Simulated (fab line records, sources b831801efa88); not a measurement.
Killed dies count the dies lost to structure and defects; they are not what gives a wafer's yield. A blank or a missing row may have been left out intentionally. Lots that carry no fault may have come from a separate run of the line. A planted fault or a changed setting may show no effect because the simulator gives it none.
Code-filled problem report in 8D (eight disciplines) form ; flow gf180mcu ; the parts of the form that need people (team, actions taken, sign-off) are left out

1. WHAT IS WRONG
Across 6 wafers from 2 lots, NSD_RS at GF_PSD_RS_MEAS_14 averages 45.18 ohm/sq, while fault-free wafers read 46.12 ohm/sq with a standard deviation of 0.1. That is -9.4 standard deviations from the usual mean.
The step: measures by four-point-probe.
Earliest sighting: wafer L491.1 on film_metro-03 at day 17 16:47. At this step, 33 wafers from 11 lots have a number in the record. By rule, "out" or "out of limits" means more than 4 standard deviations away from the usual mean. Any other wafer with a number is counted as sound.

2. WHAT IT IS, AND WHAT IT ISN'T
question;is;is not
which readings at this step;NSD_RS;-
which lots;L491, L494;L483, L485, L486, L490, L498, L499, L503, L504, L505
which wafers of those lots;all that have a number;-
read on which gauges;film_metro-02, film_metro-03;film_metro-01
when;from day 17 16:47;"up to then (12 sound wafers); but 15 sound wafers of L498, L499, L503, L504, L505 came after"

3. THE SUSPECTS, EACH WITH WHAT RULES IT OUT
Counting: a tool stays on the suspect list if, at a process step up to the reading, it processed all lots that are out and no sound lot following the first of them.
- ruled out: the gauge at GF_PSD_RS_MEAS_14. The wafers that are out were read on 2 gauges (film_metro-02, film_metro-03).
- implanter-01 at GF_NSD_IMPLANT_09: ruled out as a lasting fault. The sound lots L503 went through it after L491, its earliest lot that is out (day 16 17:25).
- plasma_asher-04 at GF_NSD_STRIP_11 (strips in O2/N2): ruled out as a lasting fault. The sound lots L505 went through it after L491, its earliest lot that is out (day 16 17:43).
Left after counting: nothing in the record.

4. THE CAUSE (what the simulator had put in)
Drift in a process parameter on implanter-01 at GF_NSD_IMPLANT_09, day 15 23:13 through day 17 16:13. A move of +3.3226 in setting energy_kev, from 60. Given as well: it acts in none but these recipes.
The count ruled it out by mistake, since the rule takes a fault to strike every lot its tool runs from the start of the fault on, and this one did not do so.

5. THE EFFECT CHAIN, in route order
Rows list readings where the struck wafers' mean (over those with a number) sits beyond 3 standard deviations from the usual. Readings are gone through only where the record gives a usual standard deviation; hours: the median, over the lots, of the time from a lot's start at the first step in this table giving one to that lot's start at this step; sigmas: the change measured in usual standard deviations.
hours;step;reading;usual;on struck wafers;change;sigmas
0;GF_NSD_IMPLANT_09;beam_energy_keV;60.004;63.345;+3.341;+99 or more
0;GF_NSD_STRIP_11;strip_time_to_endpoint_s;22.97 s;23.41;+0.44;+11
24;GF_PSD_RS_MEAS_14;NSD_RS;46.12 ohm/sq;45.18;-0.94;-9.4
It contains these process steps:
- GF_NSD_IMPLANT_09
- GF_NSD_STRIP_11: strips in O2/N2.

6. WHAT WOULD HAVE CAUGHT IT SOONER
The first out-of-limits reading at a measuring or inspecting step in this record came at day 17 16:47, 42 hours after the fault's start at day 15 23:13.
At GF_NSD_IMPLANT_09, the tool's own readings (beam_energy_keV) were out on each struck wafer the step has a row for, so an alarm limit on them would have fired on the first such wafer.
